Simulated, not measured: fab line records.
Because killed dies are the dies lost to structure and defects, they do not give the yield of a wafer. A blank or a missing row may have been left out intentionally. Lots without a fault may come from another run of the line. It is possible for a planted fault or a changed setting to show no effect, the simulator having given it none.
8D (eight disciplines) problem report, filled in by code + flow sky130 + the parts of the form that need people (team, actions taken, sign-off) are left out

== 1. PROBLEM STATEMENT ==
PASSIVATION_CVD_02_THK at SKY_PASSIVATION_THK_MEAS_03 reads a mean of 898 nm on 6 wafers of 2 lots; wafers without a fault read 540 nm with a standard deviation of 7.3. Measured from the usual mean, that is +49 standard deviations.
First observed at day 47 04:10: wafer L862.1, on film metro-03. At this step, 33 wafers from 11 lots have a number in the record. Rule for "out", or "out of limits": more than 4 standard deviations from the usual mean. The rest of the wafers with a number are treated as sound.

== 2. WHAT IT IS, WHAT IT ISN'T ==
| question                    | is                           | is not                                                                                                  |
|-----------------------------|------------------------------|---------------------------------------------------------------------------------------------------------|
| which readings at this step | PASSIVATION_CVD_02_THK       | -                                                                                                       |
| which lots                  | L861, L862                   | L851, L852, L863, L867, L869, L870, L872, L873, L874                                                    |
| which wafers of those lots  | all that have a number       | -                                                                                                       |
| read on which gauges        | film metro-02, film metro-03 | film metro-01                                                                                           |
| when                        | from day 47 04:10            | up to then (6 sound wafers); but 21 sound wafers of L863, L867, L869, L870, L872, L873, L874 came after |

== 3. SUSPECTS, AND WHAT RULES EACH OUT ==
Counting: a tool at any process step up to the reading remains a suspect when it ran all the lots that are out and ran no sound lot after the first of those.
- the gauge at SKY_PASSIVATION_THK_MEAS_03: ruled out. The wafers that are out were read on 2 gauges (film metro-02, film metro-03).
- pecvd-03 at SKY_PASSIVATION_CVD_02 (deposits Si3N4, target thk 540 nm): kept. It ran every lot that is out, first L862 (day 47 03:56), and no sound lot after that.
After counting, what remains is pecvd-03 at SKY_PASSIVATION_CVD_02.

== 4. THE CAUSE (what the simulator had put in) ==
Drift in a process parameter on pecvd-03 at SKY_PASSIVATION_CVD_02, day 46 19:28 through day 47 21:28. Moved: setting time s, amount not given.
Counting left only this tool.

== 5. SEQUENCE OF EFFECTS, ordered by route ==
One row per reading whose mean, taken over the struck wafers that have a number, lies over 3 standard deviations from the usual. Only readings whose record carries a usual standard deviation are examined. hours: median over the lots of the time between each lot's start at the first step of this table that gives one and its start at this step. sigmas: the change, counted in usual standard deviations.
| hours | step                        | reading                | usual  | on struck wafers | change | sigmas      |
|-------|-----------------------------|------------------------|--------|------------------|--------|-------------|
| 0     | SKY_PASSIVATION_THK_MEAS_03 | PASSIVATION_CVD_02_THK | 540 nm | 898              | +358   | +49         |
| 36    | SKY_PAD_OPEN_PROBE_99       | defect limited yield   | 82.5 % | 0.0              | -82.5  | -43         |
| 36    | SKY_PAD_OPEN_PROBE_99       | killed at other        | 0.4    | 399.0            | +398.6 | +99 or more |
| 36    | SKY_PAD_OPEN_PROBE_99       | killed dies            | 86     | 492              | +406   | +44         |
| 36    | SKY_PAD_OPEN_PROBE_99       | killed on rim          | 17     | 96               | +79    | +23         |
| 36    | SKY_PAD_OPEN_PROBE_99       | sort_bin_5_function    | 10.6 % | 92.5             | +81.9  | +55         |
| 36    | SKY_PAD_OPEN_PROBE_99       | sort n pass            | 406    | 0                | -406   | -44         |
| 36    | SKY_PAD_OPEN_PROBE_99       | sort yield pct         | 82.5 % | 0.0              | -82.5  | -43         |
Here are the process steps it includes:
- SKY_PAD_OPEN_PROBE_99

== 6. WHAT WOULD HAVE CAUGHT IT SOONER ==
Counted from the fault's start at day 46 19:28, it took 9 hours until the first out-of-limits reading at a measuring or inspecting step in this record, taken at day 47 04:10.
No tool reading at SKY_PASSIVATION_CVD_02 that has a usual standard deviation in the record was out on any struck wafer, so an alarm limit of 4 standard deviations on those readings would not have fired.
Among the 2 lots that are out, L861 began SKY_PASSIVATION_CVD_02 on pecvd-03 after day 47 04:10. It would have been spared by a hold on the tool at that moment.
